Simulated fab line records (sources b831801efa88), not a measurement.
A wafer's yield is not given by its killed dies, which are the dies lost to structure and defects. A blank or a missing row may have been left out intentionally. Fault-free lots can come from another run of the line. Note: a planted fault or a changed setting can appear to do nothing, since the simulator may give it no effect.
A struck lot beside a sound one + flow gf180mcu + 14 steps out of a route of 602
Sound: these wafers, L721.1, L721.5, L721.6. Wafers struck: L719.1, L719.4, L719.6. The cause is named last.
At each step with rows: each side's tool, then ch and its chambers, then its first start. Under that, the readings that differ: sound wafers + struck wafers + difference of the means + sigmas: that difference in standard deviations of wafers without a fault.
alike: readings with means less than 2 such deviations apart, plus words and numbers identical on both sides. not compared: withheld readings, readings lacking a value on some wafer, bounds such as >300 that could conceal the same value, and numbers that have no deviation in the record and whose values overlap.
Wherever a step has rows on one side only, a row that says differs or no value, or a row with sigmas, the two part there. Numbers that don't overlap but have no deviation are shown without sigmas and don't part them. A reading that every wafer of one side lacks parts them only if that side has two wafers or more.

first, 1 step without rows for these wafers: GF_HV_LDD_CLEAN_51 (cleans in SC1/SC2, time 150 s).
GF_HV_LDD_RTA_52: time 10 s.
  sound on rtp anneal-01 ch 0, day 19 05:07; struck on rtp anneal-01 ch 0, day 18 11:19
  alike: chamber o2 ppm, lamp power pct, wafer_temp_C_max
GF_HV_LDD_RS_MEAS_53: a four-point-probe measurement.
  sound: film metro-03 at day 19 05:11; struck: film metro-02 at day 18 11:23
  alike: HV_LDD_RS
then, 1 step without rows for these wafers: GF_HV_LDD_CVD_54 (deposits SiO2 from TEOS, target thk 10 nm, time 75 s).
GF_HV_LDD_THK_MEAS_55:
  sound: film metro-03 at day 19 06:19; struck: film metro-03 at day 18 12:32
  alike: HV_LDD_CVD_54_THK
then, 1 step without rows for these wafers: GF_HV_LDD_CVD_56 (deposits Si3N4 from DCS/NH3, target thk 90 nm, time 1543 s).
GF_HV_LDD_THK_MEAS_57:
  sound: film metro-03 at day 19 07:48; struck: film metro-02 at day 18 14:01
  alike: HV_LDD_CVD_56_THK
GF_HV_LDD_ETCHBACK_58: etches Si3N4 in CH3F/O2, stops on SiO2, time 100 s, target depth 90 nm.
  sound on rie diel-01 ch 0,1,3, day 19 07:52; struck on rie diel-02 ch 1,2,3, day 18 14:05
  alike: drypump motor current A, oes product au, throttle valve pct
  not compared: rf hours counter h
then, 4 steps without rows for these wafers: GF_NSD_DEHYDRATE_00 (time 60 s); GF_NSD_HMDS_01 (prime time 60 s); GF_NSD_COAT_02 (resist thk 1000 nm); GF_NSD_SOFTBAKE_03 (time 60 s).
GF_NSD_EXPOSE_04: exposes mask Nplus, target cd 400 nm.
  struck on iline stepper-02, day 19 02:26; sound on iline stepper-02 ch 0, day 19 20:08
  no value came back on the struck wafers for exposure dose mJ cm2, focus offset nm (nm); on the sound wafers exposure dose mJ cm2 reads 139.94 140.15 139.94
  alike: mask
after that, 1 step had no rows for these wafers: GF_NSD_PEB_05.

== WHERE THEY PART ==
Within this record, at GF_NSD_EXPOSE_04 only.

WHY: what the simulator had put in
Step skipped in full: iline stepper-02, at GF_NSD_EXPOSE_04, from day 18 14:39 onward. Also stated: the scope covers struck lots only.
